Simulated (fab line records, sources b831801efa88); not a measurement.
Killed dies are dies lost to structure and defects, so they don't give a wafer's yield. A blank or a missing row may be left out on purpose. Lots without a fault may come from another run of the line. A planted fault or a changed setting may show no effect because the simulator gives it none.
Chamber matching | flow sfq_line | SFQ_TRILAYER_I2_VIA_BARC_OPEN_VIA_ETCH_096 on rie_diel-03: 4 sister chambers
The step etches BARC in O2, target depth 125 nm, time 41.7 s. 14 wafers are shown with their chamber, then 7 later ones without.

WAFERS WITH THEIR CHAMBER
wafer  | chamber | drypump_motor_current_A (A) | run_length_s (s) | oes_product_au (a.u.)
L655.1 | 0       | 4.8                         | 70.1             | 0.684
L655.2 | 1       | 5.5                         | 69.5             | 0.686
L655.6 | 1       | 5.5                         | 69.7             | 0.681
L657.3 | 0       | 4.8                         | 70.3             | 0.685
L657.4 | 1       | 5.6                         | 69.7             | 0.683
L657.5 | 1       | 5.6                         | 69.6             | 0.685
L658.2 | 2       | 5.6                         | 70.5             | 0.680
L658.5 | 2       | 5.6                         | 70.8             | 0.683
L658.6 | 3       | 4.9                         | 69.0             | 0.679
L660.1 | 0       | 4.8                         | 70.3             | 0.674
L660.4 | 1       | 5.6                         | 69.8             | 0.689
L660.6 | 1       | 5.6                         | 70.0             | 0.682
L666.1 | 2       | 5.6                         | 70.2             | 0.681
L666.3 | 3       | 4.9                         | 68.9             | 0.688

SIGNATURES (means of the wafers above)
reading                 | chamber 0 | chamber 1 | chamber 2 | chamber 3 | scatter within a chamber
drypump_motor_current_A | 4.800     | 5.567     | 5.600     | 4.900     | 0.0365
run_length_s            | 70.233    | 69.717    | 70.500    | 68.950    | 0.19
oes_product_au          | 0.68100   | 0.68433   | 0.68133   | 0.68350   | 0.00403
Rule: a wafer's distance from a chamber is the root of the sum, over the readings, of the square of ((its reading less the chamber's mean) divided by the reading's scatter). The wafer belongs to the nearest chamber; if the next one is less than 2 further off, it can't be placed. The scatter: the root of (the sum of the squares of (reading less its chamber's mean) over the shown wafers, divided by (wafers less chambers)).

WAFERS WITHOUT THEIR CHAMBER
wafer  | drypump_motor_current_A (A) | run_length_s (s) | oes_product_au (a.u.)
L666.6 | 4.8                         | 70.0             | 0.691
L668.3 | 5.6                         | 69.9             | 0.689
L668.5 | 4.8                         | 69.9             | 0.687
L668.6 | 5.6                         | 69.7             | 0.687
L675.2 | 5.7                         | 70.3             | 0.686
L675.3 | 5.6                         | 69.8             | 0.684
L675.5 | 5.6                         | 69.6             | 0.683

WHICH CHAMBER EACH WENT THROUGH
wafer  | from the rows above     | in truth
L666.6 | 0                       | 0
L668.3 | can't be placed: 1 or 2 | 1
L668.5 | 0                       | 0
L668.6 | 1                       | 1
L675.2 | can't be placed: 2 or 1 | 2
L675.3 | 1                       | 1
L675.5 | 1                       | 1
Placed correctly: 5 of 7. Can't be placed from these rows: 2 (the true chamber is among the candidates in 2). Placed wrongly: 0.
